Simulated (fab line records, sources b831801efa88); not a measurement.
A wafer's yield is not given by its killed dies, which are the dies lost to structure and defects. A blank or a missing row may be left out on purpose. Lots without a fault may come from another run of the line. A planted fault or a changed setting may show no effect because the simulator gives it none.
fab line records	flow sky130
record: lots: 12	wafers: 36	last-day: 50
route steps=708 shown NWELL@81 VT_ADJUST_HVTP@89 VT_ADJUST_LVTN@107 CONTACT@432 VIA2@510 PAD_OPEN@708
lots untouched by any fault: they come from a run of this same line in which no faults occurred
start-h: hours from the record's first day to the start of the lot's first wafer shown	wait-h: hours since the lot's step before	" the same as in the row above	L1.1+2: a row that stands for several wafers	- no value, or no start given	* or withheld: withheld	< > ~ a bound
route shown NAME@n: NAME is a module with steps in the file, n the number in the route of the first one	usual: the fault-free wafers' mean and standard deviation	same: alike in all rows	chamber/n: place in a boat	sites: each site's reading	_std_site: the values' standard deviation	_edge_site: the outer-site mean with the inner-site mean subtracted	radius-mm: for every site, how far away it sits from the centre of the wafer	mask NAME#n: copy n	behind: tool/chamber where the wafer was last shaped	hold: why the lot was held/for how many hours/how that ended	device: the n, p or np transistor that did not switch	end of line: the route-end tests of the same wafers	a step with no rows: only its recipe	killed: count of dies lost to structure and defects at first sort (not the wafer's yield)	map: a wafer's dies, marking killed ones x, the rest . and places with no die _
set.NAME: the setting the step ran with; set.NAME@STEP: the setting that earlier step ran with	model.NAME: the simulator's own value behind a step, which no gauge read
steps of the route over a sample of lots; a table a step, a row a wafer
services: from which hour (start-h, from the record's first day; less than 0 if before it) a tool's chamber was out of use, for how many hours, and why
== steps ==
step: SKY_NWELL_RTA_28
recipe: temp-c: 1050	time-s: 30	idle-temp-c: 650	ramp-up-c-per-s: 150	ramp-down-c-per-s: 90	ambient: N2
usual: lamp-power-pct: 25.30/0.055	wafer_temp_C_max: 1054.9/0.92
lot.wafer	tool	chamber	start-h	wait-h	lamp-power-pct	wafer_temp_C_max
L704.1	rtp-anneal-01	0	108.60	0.0	25.31	1055.1
L704.4	"	0	"	"	25.27	1054.5
L704.6	"	0	"	"	25.38	1055.2
L703.1	rtp-anneal-02	0	108.65	0.0	25.29	1055.0
L703.3	"	0	"	"	25.37	1054.0
L703.4	"	0	"	"	25.26	1055.4
L705.1	rtp-anneal-01	0	112.35	0.0	25.39	1054.1
L705.3	"	0	"	"	25.37	1053.9
L705.6	"	0	"	"	25.28	1056.4
L707.2	rtp-anneal-02	0	123.53	0.0	25.20	1055.2
L707.3	"	0	"	"	25.34	1054.2
L707.4	"	0	"	"	25.31	1057.0
L710.1	rtp-anneal-01	0	147.31	0.0	25.24	1055.7
L710.3	"	0	"	"	25.33	1055.3
L710.6	"	0	"	"	25.37	1055.0
L720.3	rtp-anneal-01	0	208.98	0.1	25.27	1054.6
L720.5	"	0	"	"	25.26	1054.3
L720.6	"	0	"	"	25.25	1053.5
L721.2	rtp-anneal-02	0	215.65	0.0	25.32	1056.9
L721.3	"	0	"	"	25.28	1055.4
L721.6	"	0	"	"	25.24	1055.7
L722.1	rtp-anneal-01	0	224.06	0.0	25.22	1054.2
L722.4	"	0	"	"	25.30	1055.3
L722.5	"	0	"	"	25.36	1053.0
L723.1	rtp-anneal-02	0	227.19	0.0	25.32	1053.8
L723.3	"	0	"	"	25.27	1053.7
L723.4	"	0	"	"	25.38	1054.1
L724.2	rtp-anneal-01	0	228.97	0.0	25.29	1056.2
L724.4	"	0	"	"	25.23	1053.7
L724.5	"	0	"	"	25.28	1054.4
L725.1	rtp-anneal-01	0	236.30	0.0	25.31	1054.8
L725.2	"	0	"	"	25.40	1054.5
L725.4	"	0	"	"	25.25	1055.2
L726.1	rtp-anneal-02	0	256.10	0.0	25.33	1054.0
L726.2	"	0	"	"	25.26	1055.5
L726.3	"	0	"	"	25.31	1054.4
step: SKY_VT_ADJUST_HVTP_EXPOSE_04
recipe: mask-id: HVTPM	na: 0.6	source-shape: conventional	sigma-outer: 0.6	polarization: unpolarized	target-cd-nm: 380	dose-mj: 140
same: na: 0.6
lot.wafer	tool	chamber	start-h	wait-h	mask
L704.1+4+6	iline-stepper-02	0	117.34	-	HVTPM#0
L703.1+3+4	iline-stepper-01	0	117.97	-	HVTPM#0
L705.1+3+6	iline-stepper-01	0	121.81	-	HVTPM#0
L707.2+3+4	iline-stepper-01	0	132.62	-	HVTPM#0
L710.1+3+6	iline-stepper-01	0	158.00	-	NWM_COMPLEMENT_LESS_NATIVE#0
L720.3+5+6	iline-stepper-02	0	219.94	-	HVTPM#0
L721.2+3+6	iline-stepper-02	0	227.17	-	HVTPM#0
L722.1+4+5	iline-stepper-02	0	235.81	-	HVTPM#0
L723.1+3+4	iline-stepper-01	0	238.87	-	HVTPM#0
L724.2+4+5	iline-stepper-02	0	241.16	-	HVTPM#0
L725.1+2+4	iline-stepper-01	0	248.92	-	HVTPM#0
L726.1+2+3	iline-stepper-01	0	268.85	-	HVTPM#0
step: SKY_VT_ADJUST_HVTP_CD_MEAS_07
recipe: target-cd-nm: 380
usual: cd-nm: 379.7/2
lot.wafer	tool	chamber	start-h	wait-h	cd-nm
L704.1	cd-sem-01	-	126.95	0.1	379.7
L704.4	"	-	"	"	382.1
L704.6	"	-	"	"	378.4
L703.1	cd-sem-01	-	127.25	0.1	380.4
L703.3	"	-	"	"	378.3
L703.4	"	-	"	"	380.2
L705.1	cd-sem-01	-	130.43	0.3	377.1
L705.3	"	-	"	"	375.6
L705.6	"	-	"	"	379.0
L707.2	cd-sem-01	-	141.47	0.1	378.1
L707.3	"	-	"	"	380.0
L707.4	"	-	"	"	379.6
L710.1	cd-sem-01	-	167.66	0.1	-
L710.3	"	-	"	"	-
L710.6	"	-	"	"	-
L720.3	cd-sem-01	-	230.65	0.1	377.7
L720.5	"	-	"	"	377.1
L720.6	"	-	"	"	380.4
L721.2	cd-sem-02	-	238.17	0.1	380.9
L721.3	"	-	"	"	380.4
L721.6	"	-	"	"	378.5
L722.1	cd-sem-02	-	247.25	0.1	378.3
L722.4	"	-	"	"	377.8
L722.5	"	-	"	"	377.4
L723.1	cd-sem-01	-	251.01	0.1	379.7
L723.3	"	-	"	"	377.9
L723.4	"	-	"	"	379.5
L724.2	cd-sem-02	-	252.57	0.1	380.1
L724.4	"	-	"	"	380.7
L724.5	"	-	"	"	378.1
L725.1	cd-sem-01	-	260.61	0.1	377.6
L725.2	"	-	"	"	376.8
L725.4	"	-	"	"	375.9
L726.1	cd-sem-01	-	280.55	0.1	380.0
L726.2	"	-	"	"	379.5
L726.3	"	-	"	"	378.3
step: SKY_VT_ADJUST_HVTP_TW_MEAS_11
usual: VT_ADJUST_HVTP_TW: 1358/6.5
lot.wafer	tool	chamber	start-h	wait-h	VT_ADJUST_HVTP_TW
L704.1	film-metro-01	-	127.35	0.1	1358
L704.4	"	-	"	"	1352
L704.6	"	-	"	"	1345
L703.1	film-metro-02	-	127.66	0.1	1358
L703.3	"	-	"	"	1355
L703.4	"	-	"	"	1363
L705.1	film-metro-02	-	130.86	0.1	1362
L705.3	"	-	"	"	1358
L705.6	"	-	"	"	1365
L707.2	film-metro-01	-	141.86	0.1	1362
L707.3	"	-	"	"	1352
L707.4	"	-	"	"	1349
L710.1	film-metro-01	-	168.07	0.1	30
L710.3	"	-	"	"	30
L710.6	"	-	"	"	30
L720.3	film-metro-04	-	231.46	0.1	1363
L720.5	"	-	"	"	1361
L720.6	"	-	"	"	1357
L721.2	film-metro-04	-	238.56	0.1	1367
L721.3	"	-	"	"	1362
L721.6	"	-	"	"	1363
L722.1	film-metro-01	-	247.65	0.1	1354
L722.4	"	-	"	"	1358
L722.5	"	-	"	"	1349
L723.1	film-metro-02	-	251.42	0.1	1369
L723.3	"	-	"	"	1360
L723.4	"	-	"	"	1365
L724.2	film-metro-04	-	252.96	0.1	1354
L724.4	"	-	"	"	1357
L724.5	"	-	"	"	1349
L725.1	film-metro-04	-	261.02	0.1	1355
L725.2	"	-	"	"	1357
L725.4	"	-	"	"	1356
L726.1	film-metro-01	-	280.95	0.1	1360
L726.2	"	-	"	"	1368
L726.3	"	-	"	"	1362
step: SKY_VT_ADJUST_LVTN_TW_MEAS_10
usual: VT_ADJUST_LVTN_TW: 242.5/1.5
lot.wafer	tool	chamber	start-h	wait-h	VT_ADJUST_LVTN_TW
L704.1	film-metro-03	-	144.88	0.1	244.9
L704.4	"	-	"	"	242.5
L704.6	"	-	"	"	243.8
L703.1	film-metro-03	-	145.04	0.1	243.0
L703.3	"	-	"	"	244.9
L703.4	"	-	"	"	243.4
L705.1	film-metro-03	-	150.19	0.1	243.1
L705.3	"	-	"	"	242.1
L705.6	"	-	"	"	243.5
L707.2	film-metro-03	-	162.30	0.1	244.5
L707.3	"	-	"	"	244.4
L707.4	"	-	"	"	243.0
L710.1	film-metro-04	-	188.84	0.1	1350.3
L710.3	"	-	"	"	1356.0
L710.6	"	-	"	"	1352.8
L720.3	film-metro-04	-	254.75	0.1	242.7
L720.5	"	-	"	"	241.0
L720.6	"	-	"	"	243.6
L721.2	film-metro-01	-	262.40	0.1	240.9
L721.3	"	-	"	"	240.9
L721.6	"	-	"	"	241.0
L722.1	film-metro-03	-	271.68	0.1	244.7
L722.4	"	-	"	"	245.4
L722.5	"	-	"	"	245.0
L723.1	film-metro-04	-	276.24	0.1	242.3
L723.3	"	-	"	"	241.5
L723.4	"	-	"	"	242.2
L724.2	film-metro-04	-	277.24	0.1	241.4
L724.4	"	-	"	"	242.1
L724.5	"	-	"	"	242.9
L725.1	film-metro-01	-	285.58	0.1	242.3
L725.2	"	-	"	"	242.7
L725.4	"	-	"	"	242.7
L726.1	film-metro-01	-	306.45	0.1	243.3
L726.2	"	-	"	"	244.7
L726.3	"	-	"	"	243.8
step: SKY_CONTACT_THK_MEAS_26
recipe: thk-meas-gauge: xrf	reads: W_of_CONTACT_CVD_24
usual: CONTACT_W_THK: 341/4.7
lot.wafer	tool	chamber	start-h	wait-h	CONTACT_W_THK[nm]
L703.1	film-metro-02	-	733.42	0.1	340
L703.3	"	-	"	"	346
L703.4	"	-	"	"	344
L704.1	film-metro-03	-	736.92	0.1	344
L704.4	"	-	"	"	337
L704.6	"	-	"	"	336
L705.1	film-metro-02	-	742.27	0.1	342
L705.3	"	-	"	"	343
L705.6	"	-	"	"	338
L707.2	film-metro-03	-	760.68	0.1	345
L707.3	"	-	"	"	339
L707.4	"	-	"	"	343
L710.1	film-metro-02	-	793.76	0.1	353
L710.3	"	-	"	"	341
L710.6	"	-	"	"	344
L720.3	film-metro-03	-	872.99	0.1	342
L720.5	"	-	"	"	348
L720.6	"	-	"	"	336
L721.2	film-metro-03	-	876.48	0.1	340
L721.3	"	-	"	"	338
L721.6	"	-	"	"	340
L722.1	film-metro-02	-	886.37	0.1	346
L722.4	"	-	"	"	346
L722.5	"	-	"	"	343
L724.2	film-metro-02	-	890.93	0.1	342
L724.4	"	-	"	"	338
L724.5	"	-	"	"	338
L723.1	film-metro-02	-	896.37	0.1	340
L723.3	"	-	"	"	336
L723.4	"	-	"	"	342
L725.1	film-metro-01	-	899.27	0.1	341
L725.2	"	-	"	"	339
L725.4	"	-	"	"	339
L726.1	film-metro-01	-	919.25	0.1	341
L726.2	"	-	"	"	339
L726.3	"	-	"	"	339
step: SKY_VIA2_BOW_MEAS_03
recipe: mode: bow
usual: VIA2_BOW: 87/8
lot.wafer	tool	chamber	start-h	wait-h	VIA2_BOW[um]
L703.1	film-metro-01	-	820.44	0.2	93
L703.3	"	-	"	"	92
L703.4	"	-	"	"	101
L704.1	film-metro-03	-	823.33	0.1	89
L704.4	"	-	"	"	87
L704.6	"	-	"	"	85
L705.1	film-metro-02	-	828.55	0.1	70
L705.3	"	-	"	"	90
L705.6	"	-	"	"	94
L707.2	film-metro-01	-	846.78	0.2	93
L707.3	"	-	"	"	88
L707.4	"	-	"	"	98
L710.1	film-metro-02	-	877.88	0.2	90
L710.3	"	-	"	"	81
L710.6	"	-	"	"	83
L720.3	film-metro-02	-	953.38	0.2	93
L720.5	"	-	"	"	95
L720.6	"	-	"	"	85
L721.2	film-metro-02	-	956.14	0.2	93
L721.3	"	-	"	"	82
L721.6	"	-	"	"	86
L722.1	film-metro-03	-	965.31	0.1	91
L722.4	"	-	"	"	91
L722.5	"	-	"	"	99
L724.2	film-metro-01	-	969.13	0.1	88
L724.4	"	-	"	"	79
L724.5	"	-	"	"	81
L723.1	film-metro-01	-	974.95	0.2	94
L723.3	"	-	"	"	97
L723.4	"	-	"	"	108
L725.1	film-metro-01	-	978.75	0.2	92
L725.2	"	-	"	"	94
L725.4	"	-	"	"	78
L726.1	film-metro-03	-	996.29	0.3	88
L726.2	"	-	"	"	84
L726.3	"	-	"	"	77
step: SKY_PAD_OPEN_PROBE_99
usual: killed_at_M0_to_M3: 44/7.2	killed_at_M4_up: 3.1/1.8	killed-at-contacts: 25/5.2	killed-at-front-end: 15/3.9	killed-at-other: 0.2/0.5	killed-dies: 86/9.5	killed-on-rim: 17/3.5	killed-open: 47/7.3	killed-short: 40/6
same: gross-dies: 492	killed-at-back-side: 0
lot.wafer	tool	chamber	start-h	wait-h	killed_at_M0_to_M3	killed_at_M4_up	killed-at-contacts	killed-at-front-end	killed-at-other	killed-dies	killed-on-rim	killed-open	killed-short
L710.1	prober-02	-	1120.13	0.1	45	4	31	412	0	492	96	56	35
L710.3	prober-02	-	1120.23	0.2	30	10	20	432	0	492	96	43	32
L710.6	prober-02	-	1120.38	0.2	45	7	32	408	0	492	96	52	49
killed by level:class
L710.1 VT_ADJUST_HVTP:area-expose=401 CONTACT:geometric-particle:open=13 VIA1:geometric-particle:open=9 LI_CONTACT:geometric-particle:open=8 VIA2:geometric-particle:open=8 LOCAL_INTERCONNECT:geometric-particle:short=6 VIA3:geometric-particle:open=6 FIELD_ISO:geometric-particle:open=5
L710.3 VT_ADJUST_HVTP:area-expose=417 LI_CONTACT:geometric-particle:open=9 VIA1:geometric-particle:open=7 METAL4:geometric-particle:short=6 VIA2:geometric-particle:short=5 CONTACT:geometric-particle:short=4 VIA3:geometric-particle:open=4 FIELD_ISO:geometric-particle:open=3
L710.6 VT_ADJUST_HVTP:area-expose=391 CONTACT:geometric-particle:open=13 LI_CONTACT:geometric-particle:open=12 VIA1:geometric-particle:short=8 VIA1:geometric-particle:open=7 POLY_GATE:geometric-particle:short=6 VIA2:geometric-particle:open=6 METAL2:geometric-particle:short=6
== services ==
tool	chamber	start-h	hours	kind
iline-stepper-02	-	213.90	2.1	pm
iline-stepper-02	-	215.99	-	consumable-replace:lamp
iline-stepper-02	-	253.31	1.7	pm
== key ==
first-sign: step: SKY_VT_ADJUST_HVTP_EXPOSE_04	reading: mask	direction: changed
effect: step: SKY_VT_ADJUST_HVTP_CD_MEAS_07	reading: cd-nm	direction: missing
effect: step: SKY_VT_ADJUST_HVTP_TW_MEAS_11	reading: VT_ADJUST_HVTP_TW	direction: down	sigmas: 99+	usual: 1358	struck: 30
effect: step: SKY_VT_ADJUST_LVTN_TW_MEAS_10	reading: VT_ADJUST_LVTN_TW	direction: up	sigmas: 99+	usual: 242.5	struck: 1353.0
effect: step: SKY_PAD_OPEN_PROBE_99	reading: killed-at-front-end	direction: up	sigmas: 99+	usual: 15	struck: 417
more-kills-born-at: SKY_VT_ADJUST_HVTP_EXPOSE_04@iline-stepper-01: 1209
met-at SKY_VT_ADJUST_HVTP_EXPOSE_04
struck-lots L710
tester-left-out L710
not-acting-at SKY_NWELL_RTA_28,SKY_CONTACT_THK_MEAS_26,SKY_VIA2_BOW_MEAS_03
onset-between 132.62 158.00
fault: kind: wrong-mask	tool: any	chamber: -	onset-h: 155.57	steps: SKY_VT_ADJUST_HVTP_EXPOSE_04	aux-copy: NWM_COMPLEMENT_LESS_NATIVE#0	scope: struck-lots-only
tester-left-out: of these lots the tester's yield and bins aren't shown, on N5 and GAA mostly nor the transistor test; their killed dies are dies lost to structure and defects alone, not to doping, threshold or leakage, so they don't give the yield
